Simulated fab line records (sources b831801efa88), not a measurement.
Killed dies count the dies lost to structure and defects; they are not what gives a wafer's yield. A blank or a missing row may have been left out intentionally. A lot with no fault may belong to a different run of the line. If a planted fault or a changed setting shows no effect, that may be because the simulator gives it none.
fab line records	flow sky130
record: lots: 13	wafers: 39	last-day: 50
route steps=708 shown METAL5@676 PAD_OPEN@708
lots with no fault: from the same line, run without faults
start-h: the number of hours between the record's first day and the start of the first shown wafer of the lot	wait-h: hours from the lot's prior step to this one	" the same as in the row above	L1.1+2: several wafers, shown together as one row	- no value, or no start given	* or withheld: withheld	< > ~ a bound
route shown NAME@n: names a module that has steps shown in the file, with the first one's number in the route	usual: mean/standard deviation of fault-free wafers	same: alike in all rows	chamber/n: place in a boat	sites: the reading at each site	_std_site: standard deviation of those values	_edge_site: inner sites' mean taken away from outer sites' mean	radius-mm: for every site, how far away it sits from the centre of the wafer	mask NAME#n: copy n	behind: the tool/chamber that last shaped the wafer	hold: reason for holding the lot/hours on hold/outcome of the hold	device: names the non-switching transistor (n, p or np)	end of line: the tests these same wafers got at the end of their route	a step with no rows: only its recipe	killed: the dies lost at the first sort to structure and to defects; this is not the yield of the wafer	map: a wafer's dies, marking killed ones x, the rest . and places with no die _
set.NAME: the setting as run; set.NAME@STEP: as run at that earlier step	model.NAME: the simulator's own value behind a step, which no gauge read
steps of the route over a sample of lots; a table a step, a row a wafer
services: when a tool's chamber went out of use (start-h, in hours from the record's first day, below 0 if earlier), for how many hours, and the reason
== steps ==
step: SKY_METAL5_METAL_ETCH_15
recipe: target-depth-a: 12600	stop-on: SiO2	over-etch-frac: 0.2	time-s: 252	chemistry: Cl2/BCl3	resist-sidewall-deg: 86	pressure-mtorr: 10	icp-w: 900	bias-w: 48.5	Cl2_flow_sccm: 60	bcl3-flow-sccm: 30
usual: drypump-motor-current-A: 5.56/0.15	oes-product-au: 0.894/0.0047	rf-fwd-power-W: 897.8/2.6	throttle-valve-pct: 22.265/0.0085
lot.wafer	tool	chamber	start-h	wait-h	drypump-motor-current-A	oes-product-au	rf-fwd-power-W	rf-hours-counter-h	throttle-valve-pct
L784.1	rie-metal-03	1	1028.17	0.0	5.35	0.893	901.2	8	22.262
L784.3	"	1	"	"	5.34	0.893	901.2	-	22.270
L784.6	"	1	"	"	5.36	0.897	898.5	-	22.284
L785.2	rie-metal-01	1	1036.07	0.0	5.58	0.897	898.2	20	22.272
L785.3	"	1	"	"	5.58	0.892	897.9	-	22.274
L785.4	"	0	"	"	5.39	0.895	897.6	-	22.269
L786.1	rie-metal-03	1	1047.47	0.0	5.35	0.885	897.3	10	22.262
L786.2	"	0	"	"	5.68	0.896	894.1	20	22.265
L786.3	"	1	"	"	5.33	0.902	899.0	-	22.266
L790.3	rie-metal-04	0	1063.75	0.1	5.57	0.892	890.3	-	22.249
L790.4	"	1	"	"	5.73	0.898	901.5	-	22.266
L790.5	"	1	"	"	5.74	0.897	896.6	-	22.267
L792.2	rie-metal-01	0	1088.17	0.0	5.37	0.893	899.2	8	22.269
L792.5	"	1	"	"	5.58	0.884	899.8	-	22.281
L792.6	"	0	"	"	5.38	0.896	901.6	-	22.272
L793.3	rie-metal-03	1	1090.19	0.1	5.33	0.905	896.8	-	22.279
L793.4	"	0	"	"	5.71	0.901	903.1	-	22.244
L793.6	"	1	"	"	5.36	0.888	899.0	-	22.267
L795.3	rie-metal-03	1	1094.20	0.1	5.39	0.887	900.5	-	22.256
L795.4	"	0	"	"	5.70	0.893	896.9	-	22.263
L795.5	"	1	"	"	5.36	0.892	897.3	-	22.271
L794.3	rie-metal-04	1	1096.55	0.1	5.73	0.895	893.2	-	22.257
L794.5	"	1	"	"	5.73	0.890	899.3	-	22.264
L794.6	"	0	"	"	5.57	0.888	892.2	-	22.275
L799.1	rie-metal-01	0	1122.97	0.0	5.39	0.889	895.6	10	22.272
L799.4	"	0	"	"	5.39	0.894	896.6	-	22.274
L799.6	"	0	"	"	5.39	0.896	895.8	-	22.258
L800.1	rie-metal-03	1	1130.31	0.1	5.39	0.896	1039.7	18	22.258
L800.4	"	1	"	"	5.38	0.892	1040.4	-	22.256
L800.6	"	1	"	"	5.35	0.890	1043.6	-	22.260
L805.3	rie-metal-03	1	1151.25	0.1	5.38	0.890	1040.8	-	22.267
L805.4	"	0	"	"	5.73	0.895	898.1	-	22.261
L805.6	"	1	"	"	5.39	0.890	1045.4	-	22.269
L806.2	rie-metal-01	1	1164.53	0.0	5.59	0.893	901.1	29	22.264
L806.3	"	0	"	"	5.37	0.900	903.0	-	22.262
L806.5	"	0	"	"	5.37	0.895	896.0	-	22.257
L807.1	rie-metal-04	1	1165.47	0.0	5.75	0.891	893.1	28	22.265
L807.2	"	0	"	"	5.59	0.898	895.8	17	22.276
L807.3	"	1	"	"	5.74	0.888	897.1	-	22.267
step: SKY_METAL5_STRIP_16
recipe: chemistry: O2/N2	power-w: 1400	pressure-mtorr: 1500	platen-temp-c: withheld	o2-flow-sccm: 3000	n2-flow-sccm: 300	overash-fraction: 0.5
usual: drypump-motor-current-A: 6.0/0.41	o2-flow-sccm: 2998/9.5	oes-product-au: 0.710/0.0047	strip-time-to-endpoint-s: 13.13/0.14
lot.wafer	tool	chamber	start-h	wait-h	drypump-motor-current-A	o2-flow-sccm	oes-product-au	rf-hours-counter-h	strip-time-to-endpoint-s
L784.1	plasma-asher-04	1	1028.41	0.2	6.7	2998	0.709	29	13.07
L784.3	"	0	"	"	6.2	2984	0.708	-	13.09
L784.6	"	0	"	"	6.2	2991	0.707	-	13.07
L785.2	plasma-asher-04	1	1036.31	0.2	6.7	2986	0.711	30	13.14
L785.3	"	1	"	"	6.6	2995	0.704	-	13.16
L785.4	"	0	"	"	6.2	3014	0.714	-	13.14
L786.1	plasma-asher-04	1	1047.71	0.2	6.7	2990	0.714	31	12.96
L786.2	"	0	"	"	6.2	3010	0.713	31	12.96
L786.3	"	0	"	"	6.2	3002	0.712	-	13.03
L790.3	plasma-asher-02	1	1063.94	0.1	5.9	2997	0.711	-	13.03
L790.4	"	0	"	"	5.5	3006	0.711	-	13.28
L790.5	"	0	"	"	5.6	2995	0.710	-	13.31
L792.2	plasma-asher-04	1	1088.41	0.2	6.7	3000	0.712	35	13.00
L792.5	"	1	"	"	6.7	3013	0.711	-	13.21
L792.6	"	0	"	"	6.2	2986	0.711	-	13.15
L793.3	plasma-asher-01	1	1090.38	0.1	6.1	2984	0.721	-	13.05
L793.4	"	0	"	"	5.5	3014	0.707	-	13.10
L793.6	"	1	"	"	6.1	2980	0.707	-	13.07
L795.3	plasma-asher-02	1	1094.39	0.1	5.9	3005	0.712	-	12.90
L795.4	"	0	"	"	5.6	2980	0.708	-	13.02
L795.5	"	0	"	"	5.6	2974	0.714	-	13.02
L794.3	plasma-asher-04	0	1096.74	0.1	6.2	2981	0.710	-	13.26
L794.5	"	1	"	"	6.7	2998	0.719	-	13.30
L794.6	"	0	"	"	6.2	3001	0.714	-	13.13
L799.1	plasma-asher-04	0	1123.21	0.2	6.2	2978	0.709	38	13.10
L799.4	"	0	"	"	6.2	3002	0.710	-	13.09
L799.6	"	0	"	"	6.2	3004	0.703	-	13.13
L800.1	plasma-asher-01	0	1130.78	0.4	5.5	2987	0.706	103	11.94
L800.4	"	1	"	"	6.1	3000	0.710	-	12.04
L800.6	"	0	"	"	5.5	3000	0.722	-	11.97
L805.3	plasma-asher-02	0	1151.44	0.1	5.6	3005	0.714	-	12.10
L805.4	"	1	"	"	5.9	2985	0.708	-	13.07
L805.6	"	1	"	"	5.9	2992	0.704	-	12.03
L806.2	plasma-asher-01	0	1164.76	0.2	5.5	3005	0.708	106	13.23
L806.3	"	0	"	"	5.5	3004	0.713	-	13.08
L806.5	"	0	"	"	5.5	3003	0.706	-	13.02
L807.1	plasma-asher-04	0	1165.71	0.2	6.2	3000	0.712	43	13.37
L807.2	"	1	"	"	6.7	3007	0.717	43	13.23
L807.3	"	1	"	"	6.7	3011	0.707	-	13.37
step: SKY_PAD_OPEN_PROBE_99
usual: defect-limited-yield: 82.6/1.9	killed_at_M0_to_M3: 43/7.7	killed_at_M4_up: 2.9/1.7	killed-at-contacts: 24/5.5	killed-at-front-end: 15/4	killed-at-other: 0.4/0.66	killed-dies: 86/9.4	killed-on-rim: 17/3.5	killed-open: 47/6.7	killed-short: 38/6.2	sort_bin_3_pad_short: 0.8/0.42	sort_bin_5_function: 10.3/1.5	sort_bin_6_memory: 6.4/1.1	sort-n-pass: 406/9.4	sort-yield-pct: 82.6/1.9
same: gross-dies: 492	killed-at-back-side: 0	sort_bin_4_leakage[%]: 0	sort_bin_8_speed[%]: 0
lot.wafer	tool	chamber	start-h	wait-h	defect-limited-yield[%]	killed_at_M0_to_M3	killed_at_M4_up	killed-at-contacts	killed-at-front-end	killed-at-other	killed-dies	killed-on-rim	killed-open	killed-short	sort_bin_3_pad_short[%]	sort_bin_5_function[%]	sort_bin_6_memory[%]	sort-n-pass	sort-yield-pct[%]
L784.1	prober-02	-	1074.31	0.1	82.9	46	1	16	20	1	84	17	39	44	0.6	10.6	5.9	408	82.9
L784.3	prober-02	-	1074.41	0.2	81.5	53	2	16	19	1	91	18	50	41	0.6	12.4	5.5	401	81.5
L784.6	prober-02	-	1074.56	0.2	82.3	47	4	16	19	1	87	19	48	35	0.6	12.6	4.5	405	82.3
L785.2	prober-01	-	1081.75	0.1	81.5	41	4	25	21	0	91	20	49	41	1.2	10.8	6.5	401	81.5
L785.3	prober-01	-	1081.80	0.2	83.1	32	2	28	21	0	83	18	45	38	0.6	9.8	6.5	409	83.1
L785.4	prober-01	-	1081.85	0.2	80.9	53	3	18	19	1	94	23	51	41	0.8	12.0	6.3	398	80.9
L786.1	prober-02	-	1092.95	0.1	78.9	61	3	24	16	0	104	18	61	43	1.0	12.8	7.3	388	78.9
L786.2	prober-02	-	1093.00	0.1	85.2	39	3	15	16	0	73	18	36	36	0.8	7.3	6.7	419	85.2
L786.3	prober-02	-	1093.05	0.2	82.5	46	3	23	14	0	86	16	45	41	1.2	10.4	5.9	406	82.5
L790.3	prober-02	-	1108.06	0.2	83.3	45	5	19	12	1	82	15	47	35	0.6	9.8	6.3	410	83.3
L790.4	prober-02	-	1108.11	0.2	83.9	35	3	23	17	1	79	17	52	27	0.4	9.1	6.5	413	83.9
L790.5	prober-02	-	1108.16	0.2	78.7	58	3	30	14	0	105	18	60	45	1.6	13.6	6.1	387	78.7
L792.2	prober-02	-	1131.30	0.1	80.5	41	7	29	19	0	96	18	56	39	1.2	10.4	7.9	396	80.5
L792.5	prober-02	-	1131.45	0.2	78.3	58	1	32	15	1	107	22	59	48	1.2	12.4	8.1	385	78.3
L792.6	prober-02	-	1131.50	0.2	83.3	36	2	25	19	0	82	10	48	33	0.2	9.6	6.9	410	83.3
L793.3	prober-01	-	1133.32	0.2	81.1	47	2	28	16	0	93	21	54	39	0.8	12.0	6.1	399	81.1
L793.4	prober-01	-	1133.37	0.2	80.9	43	2	28	21	0	94	15	56	38	2.4	10.2	6.5	398	80.9
L793.6	prober-01	-	1133.47	0.2	82.9	49	0	21	14	0	84	14	49	35	1.2	8.9	6.9	408	82.9
L795.3	prober-02	-	1136.49	0.2	80.9	55	3	20	16	0	94	19	54	39	0.6	9.1	9.3	398	80.9
L795.4	prober-02	-	1136.54	0.2	81.1	43	2	26	22	0	93	15	50	43	0.4	12.2	6.3	399	81.1
L795.5	prober-02	-	1136.59	0.2	84.3	44	0	23	10	0	77	15	44	33	1.0	8.7	5.9	415	84.3
L794.3	prober-01	-	1138.75	0.2	83.5	41	5	26	9	0	81	15	51	29	0.8	9.8	5.9	411	83.5
L794.5	prober-01	-	1138.85	0.2	81.9	51	2	20	16	0	89	17	53	36	1.0	10.6	6.5	403	81.9
L794.6	prober-01	-	1138.90	0.2	80.1	57	4	23	14	0	98	17	51	47	1.2	12.0	6.7	394	80.1
L799.1	prober-01	-	1164.63	0.1	81.3	45	4	25	16	2	92	18	49	42	1.0	11.0	6.7	400	81.3
L799.4	prober-01	-	1164.78	0.2	80.9	57	1	21	14	1	94	19	62	32	0.6	11.0	7.5	398	80.9
L799.6	prober-01	-	1164.88	0.2	83.1	46	4	15	18	0	83	18	49	32	1.2	9.8	5.9	409	83.1
L800.1	prober-02	-	1169.61	0.1	82.5	36	3	32	15	0	86	18	51	34	1.4	9.1	6.9	406	82.5
L800.4	prober-02	-	1169.76	0.2	83.3	42	5	18	17	0	82	14	45	36	1.4	8.1	7.1	410	83.3
L800.6	prober-02	-	1169.86	0.2	79.7	44	2	34	20	0	100	19	67	33	1.2	10.6	8.5	392	79.7
L805.3	prober-01	-	1188.56	0.2	80.5	39	4	38	15	0	96	24	53	43	1.4	10.2	7.9	396	80.5
L805.4	prober-01	-	1188.61	0.2	85.8	38	3	18	10	1	70	10	33	37	0.8	8.5	4.9	422	85.8
L805.6	prober-01	-	1188.71	0.2	84.6	38	1	24	13	0	76	18	41	35	0.6	8.9	5.9	416	84.6
L806.2	prober-02	-	1199.41	0.1	83.1	45	2	20	16	0	83	13	53	30	0.4	11.2	5.3	409	83.1
L806.3	prober-02	-	1199.46	0.2	84.1	37	1	25	15	0	78	18	45	33	0.8	10.6	4.5	414	84.1
L806.5	prober-02	-	1199.56	0.2	81.3	51	4	31	6	0	92	16	52	40	0.2	11.4	7.1	400	81.3
L807.1	prober-01	-	1200.26	0.1	85.2	36	1	21	15	0	73	17	41	32	0.8	8.3	5.7	419	85.2
L807.2	prober-01	-	1200.31	0.1	81.7	49	3	25	13	0	90	15	53	37	0.4	12.0	5.9	402	81.7
L807.3	prober-01	-	1200.36	0.2	83.5	40	3	24	14	0	81	18	46	35	0.4	10.8	5.3	411	83.5
killed by level:class
L784.1 VIA1:geometric-particle:open=10 VIA1:geometric-particle:short=8 VIA2:geometric-particle:open=8 METAL1:geometric-particle:short=7 LOCAL_INTERCONNECT:geometric-particle:short=5 POLY_GATE:geometric-particle:open=4 POLY_GATE:geometric-particle:short=4 CONTACT:geometric-particle:open=4
L784.3 VIA1:geometric-particle:open=14 VIA1:geometric-particle:short=8 METAL3:geometric-particle:short=8 FIELD_ISO:geometric-particle:open=6 VIA2:geometric-particle:open=6 VIA3:geometric-particle:open=5 LI_CONTACT:geometric-particle:open=5 CONTACT:geometric-particle:open=5
L784.6 VIA1:geometric-particle:open=12 VIA2:geometric-particle:open=7 CONTACT:geometric-particle:open=7 VIA3:geometric-particle:open=6 SPACER:geometric-particle:open=5 LI_CONTACT:geometric-particle:open=5 METAL1:geometric-particle:short=5 METAL2:geometric-particle:short=4
L785.2 CONTACT:geometric-particle:open=8 VIA2:geometric-particle:open=8 FIELD_ISO:geometric-particle:open=7 CONTACT:geometric-particle:short=7 FIELD_ISO:geometric-particle:short=6 LI_CONTACT:geometric-particle:open=6 VIA3:geometric-particle:open=6 METAL1:geometric-particle:short=4
L785.3 CONTACT:geometric-particle:open=9 VIA1:geometric-particle:open=9 LI_CONTACT:geometric-particle:open=6 CONTACT:geometric-particle:short=6 VIA3:geometric-particle:open=6 FIELD_ISO:geometric-particle:short=5 LOCAL_INTERCONNECT:geometric-particle:short=5 VIA2:geometric-particle:open=5
L785.4 VIA1:geometric-particle:open=11 CONTACT:geometric-particle:open=10 VIA3:geometric-particle:open=8 VIA2:geometric-particle:open=7 METAL1:geometric-particle:short=6 FIELD_ISO:geometric-particle:open=5 METAL2:geometric-particle:short=5 VIA2:geometric-particle:short=5
L786.1 VIA1:geometric-particle:open=14 VIA3:geometric-particle:open=12 VIA2:geometric-particle:open=10 METAL1:geometric-particle:short=9 CONTACT:geometric-particle:open=8 LI_CONTACT:geometric-particle:open=7 VIA1:geometric-particle:short=6 METAL2:geometric-particle:short=6
L786.2 VIA1:geometric-particle:open=9 VIA1:geometric-particle:short=6 POLY_GATE:geometric-particle:open=5 CONTACT:geometric-particle:open=5 VIA3:geometric-particle:open=5 METAL2:geometric-particle:short=4 METAL3:geometric-particle:short=4 FIELD_ISO:geometric-particle:short=3
L786.3 VIA3:geometric-particle:open=11 CONTACT:geometric-particle:open=8 VIA1:geometric-particle:open=8 CONTACT:geometric-particle:short=6 METAL2:geometric-particle:short=6 FIELD_ISO:geometric-particle:open=4 FIELD_ISO:geometric-particle:short=4 LI_CONTACT:geometric-particle:open=4
L790.3 VIA1:geometric-particle:short=13 VIA1:geometric-particle:open=11 LI_CONTACT:geometric-particle:open=10 SPACER:geometric-particle:open=4 CONTACT:geometric-particle:open=4 METAL1:geometric-particle:open=4 VIA2:geometric-particle:open=4 METAL4:geometric-particle:short=4
L790.4 VIA1:geometric-particle:open=12 LI_CONTACT:geometric-particle:open=9 CONTACT:geometric-particle:open=8 VIA1:geometric-particle:short=7 FIELD_ISO:geometric-particle:open=6 VIA2:geometric-particle:open=5 POLY_GATE:geometric-particle:short=3 VIA3:geometric-particle:open=3
L790.5 VIA1:geometric-particle:open=17 VIA3:geometric-particle:open=9 LI_CONTACT:geometric-particle:open=8 CONTACT:geometric-particle:open=8 METAL3:geometric-particle:short=6 CONTACT:geometric-particle:short=6 METAL2:geometric-particle:short=6 VIA1:geometric-particle:short=6
L792.2 VIA1:geometric-particle:open=12 LI_CONTACT:geometric-particle:open=10 CONTACT:geometric-particle:open=8 FIELD_ISO:geometric-particle:open=6 VIA2:geometric-particle:open=6 CONTACT:geometric-particle:short=6 VIA3:geometric-particle:open=6 POLY_GATE:geometric-particle:short=5
L792.5 VIA1:geometric-particle:open=16 VIA3:geometric-particle:open=12 CONTACT:geometric-particle:open=11 LI_CONTACT:geometric-particle:open=10 CONTACT:geometric-particle:short=7 VIA3:geometric-particle:short=6 VIA1:geometric-particle:short=6 METAL2:geometric-particle:short=5
L792.6 LI_CONTACT:geometric-particle:open=10 CONTACT:geometric-particle:open=9 POLY_GATE:geometric-particle:open=7 VIA1:geometric-particle:open=7 METAL1:geometric-particle:short=6 VIA3:geometric-particle:open=6 POLY_GATE:geometric-particle:short=4 METAL2:geometric-particle:short=4
L793.3 VIA1:geometric-particle:open=17 CONTACT:geometric-particle:open=16 POLY_GATE:geometric-particle:open=6 VIA1:geometric-particle:short=6 METAL3:geometric-particle:short=6 CONTACT:geometric-particle:short=5 FIELD_ISO:geometric-particle:open=4 LI_CONTACT:geometric-particle:open=4
L793.4 VIA1:geometric-particle:open=15 CONTACT:geometric-particle:open=13 CONTACT:geometric-particle:short=9 FIELD_ISO:geometric-particle:open=7 POLY_GATE:geometric-particle:short=6 METAL1:geometric-particle:short=5 VIA2:geometric-particle:open=4 POLY_GATE:geometric-particle:open=3
L793.6 VIA1:geometric-particle:open=15 CONTACT:geometric-particle:open=9 VIA2:geometric-particle:open=9 VIA3:geometric-particle:short=6 POLY_GATE:geometric-particle:short=6 VIA3:geometric-particle:open=6 LI_CONTACT:geometric-particle:open=5 POLY_GATE:geometric-particle:open=4
L795.3 VIA1:geometric-particle:open=15 METAL1:geometric-particle:short=10 VIA2:geometric-particle:open=9 CONTACT:geometric-particle:open=8 LI_CONTACT:geometric-particle:short=6 FIELD_ISO:geometric-particle:short=5 FIELD_ISO:geometric-particle:open=5 VIA3:geometric-particle:open=5
L795.4 CONTACT:geometric-particle:open=8 VIA1:geometric-particle:open=8 VIA2:geometric-particle:open=8 VIA3:geometric-particle:open=8 CONTACT:geometric-particle:short=6 POLY_GATE:geometric-particle:open=5 LI_CONTACT:geometric-particle:open=5 METAL2:geometric-particle:short=5
L795.5 VIA1:geometric-particle:open=9 CONTACT:geometric-particle:open=9 VIA3:geometric-particle:open=8 VIA2:geometric-particle:open=7 METAL2:geometric-particle:short=6 LOCAL_INTERCONNECT:geometric-particle:short=5 METAL1:geometric-particle:short=4 METAL3:geometric-particle:short=4
L794.3 VIA1:geometric-particle:open=12 LI_CONTACT:geometric-particle:open=10 VIA3:geometric-particle:open=9 VIA2:geometric-particle:open=7 CONTACT:geometric-particle:open=6 METAL2:geometric-particle:short=5 LI_CONTACT:geometric-particle:short=4 METAL1:geometric-particle:short=3
L794.5 VIA1:geometric-particle:open=11 VIA3:geometric-particle:open=11 LI_CONTACT:geometric-particle:open=8 CONTACT:geometric-particle:open=7 VIA1:geometric-particle:short=5 VIA3:geometric-particle:short=5 FIELD_ISO:geometric-particle:short=4 METAL1:geometric-particle:short=4
L794.6 VIA3:geometric-particle:open=12 CONTACT:geometric-particle:open=10 VIA1:geometric-particle:open=9 VIA1:geometric-particle:short=8 VIA3:geometric-particle:short=7 VIA2:geometric-particle:open=6 FIELD_ISO:geometric-particle:open=5 CONTACT:geometric-particle:short=5
L799.1 VIA1:geometric-particle:open=17 LI_CONTACT:geometric-particle:open=9 VIA1:geometric-particle:short=8 LOCAL_INTERCONNECT:geometric-particle:short=6 CONTACT:geometric-particle:open=5 FIELD_ISO:geometric-particle:short=4 POLY_GATE:geometric-particle:open=4 METAL1:geometric-particle:short=4
L799.4 VIA1:geometric-particle:open=17 CONTACT:geometric-particle:open=11 VIA2:geometric-particle:open=11 METAL2:geometric-particle:short=6 VIA3:geometric-particle:open=6 CONTACT:geometric-particle:short=4 METAL1:geometric-particle:short=4 VIA3:geometric-particle:short=4
L799.6 VIA1:geometric-particle:open=12 VIA2:geometric-particle:open=7 CONTACT:geometric-particle:open=6 VIA1:geometric-particle:short=6 CONTACT:geometric-particle:short=5 METAL1:geometric-particle:short=5 FIELD_ISO:geometric-particle:open=4 VIA3:geometric-particle:open=4
L800.1 CONTACT:geometric-particle:open=10 LI_CONTACT:geometric-particle:open=9 VIA1:geometric-particle:open=9 VIA2:geometric-particle:open=8 LI_CONTACT:geometric-particle:short=7 METAL2:geometric-particle:short=5 FIELD_ISO:geometric-particle:short=4 FIELD_ISO:geometric-particle:open=4
L800.4 VIA1:geometric-particle:open=10 LI_CONTACT:geometric-particle:open=6 METAL1:geometric-particle:short=5 CONTACT:geometric-particle:open=5 VIA3:geometric-particle:open=5 FIELD_ISO:geometric-particle:open=4 FIELD_ISO:geometric-particle:short=4 POLY_GATE:geometric-particle:open=4
L800.6 CONTACT:geometric-particle:open=19 VIA1:geometric-particle:open=11 FIELD_ISO:geometric-particle:open=8 VIA2:geometric-particle:open=7 VIA3:geometric-particle:open=6 FIELD_ISO:geometric-particle:short=5 LI_CONTACT:geometric-particle:open=5 CONTACT:geometric-particle:short=5
L805.3 CONTACT:geometric-particle:open=12 LI_CONTACT:geometric-particle:open=10 VIA1:geometric-particle:open=9 FIELD_ISO:geometric-particle:open=6 VIA2:geometric-particle:open=6 CONTACT:geometric-particle:short=6 LI_CONTACT:geometric-particle:short=5 METAL2:geometric-particle:short=5
L805.4 METAL1:geometric-particle:short=6 CONTACT:geometric-particle:short=6 CONTACT:geometric-particle:open=6 VIA2:geometric-particle:open=6 VIA1:geometric-particle:open=5 VIA1:geometric-particle:short=5 VIA3:geometric-particle:open=5 LI_CONTACT:geometric-particle:open=4
L805.6 LI_CONTACT:geometric-particle:open=12 VIA2:geometric-particle:open=7 CONTACT:geometric-particle:open=6 VIA3:geometric-particle:open=6 METAL1:geometric-particle:short=5 VIA1:geometric-particle:open=5 VIA1:geometric-particle:short=5 POLY_GATE:geometric-particle:short=4
L806.2 VIA1:geometric-particle:open=14 VIA3:geometric-particle:open=10 FIELD_ISO:geometric-particle:open=7 LOCAL_INTERCONNECT:geometric-particle:short=6 CONTACT:geometric-particle:open=6 LI_CONTACT:geometric-particle:open=5 VIA2:geometric-particle:open=5 POLY_GATE:geometric-particle:open=4
L806.3 LI_CONTACT:geometric-particle:open=9 VIA1:geometric-particle:open=9 CONTACT:geometric-particle:open=7 VIA1:geometric-particle:short=7 VIA2:geometric-particle:open=6 POLY_GATE:geometric-particle:open=4 VIA3:geometric-particle:short=4 FIELD_ISO:geometric-particle:open=3
L806.5 VIA1:geometric-particle:open=12 CONTACT:geometric-particle:open=10 LI_CONTACT:geometric-particle:open=9 METAL2:geometric-particle:short=7 VIA2:geometric-particle:open=6 VIA1:geometric-particle:short=5 VIA3:geometric-particle:short=5 LOCAL_INTERCONNECT:geometric-particle:short=4
L807.1 VIA1:geometric-particle:open=8 CONTACT:geometric-particle:open=7 METAL1:geometric-particle:short=6 VIA2:geometric-particle:open=6 LI_CONTACT:geometric-particle:open=5 FIELD_ISO:geometric-particle:open=4 FIELD_ISO:geometric-particle:short=4 VIA3:geometric-particle:open=4
L807.2 VIA1:geometric-particle:open=12 CONTACT:geometric-particle:open=9 VIA3:geometric-particle:open=9 CONTACT:geometric-particle:short=7 LI_CONTACT:geometric-particle:open=6 METAL1:geometric-particle:short=5 METAL2:geometric-particle:short=5 VIA2:geometric-particle:short=5
L807.3 LI_CONTACT:geometric-particle:open=12 VIA3:geometric-particle:open=9 VIA2:geometric-particle:open=8 CONTACT:geometric-particle:short=5 VIA1:geometric-particle:open=5 FIELD_ISO:geometric-particle:short=4 CONTACT:geometric-particle:open=4 VIA3:geometric-particle:short=4
== services ==
tool	chamber	start-h	hours	kind
plasma-asher-01	-	1092.97	0.6	repair
rie-metal-03	0	1109.80	29.1	repair
rie-metal-03	1	1132.51	16.2	repair
rie-metal-03	0	1146.90	1.5	repair
== key ==
first-sign: step: SKY_METAL5_METAL_ETCH_15	reading: rf-fwd-power-W	direction: up	sigmas: 55	usual: 897.8	struck: 1042.0
effect: step: SKY_METAL5_STRIP_16	reading: strip-time-to-endpoint-s	direction: down	sigmas: 8.1	usual: *	struck: *
met-at SKY_METAL5_METAL_ETCH_15
struck-lots L800,L805
struck-wafers L800.1,L800.4,L800.6,L805.3,L805.6
onset-between 1094.20 1130.31
fault: kind: process-parameter-drift	tool: rie-metal-03	chamber: 1	onset-h: 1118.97	steps: SKY_METAL5_METAL_ETCH_15	channel: icp-w	offset: 144	shape: step	end-h: 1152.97	acts-in: these-recipes-only	stated: 900
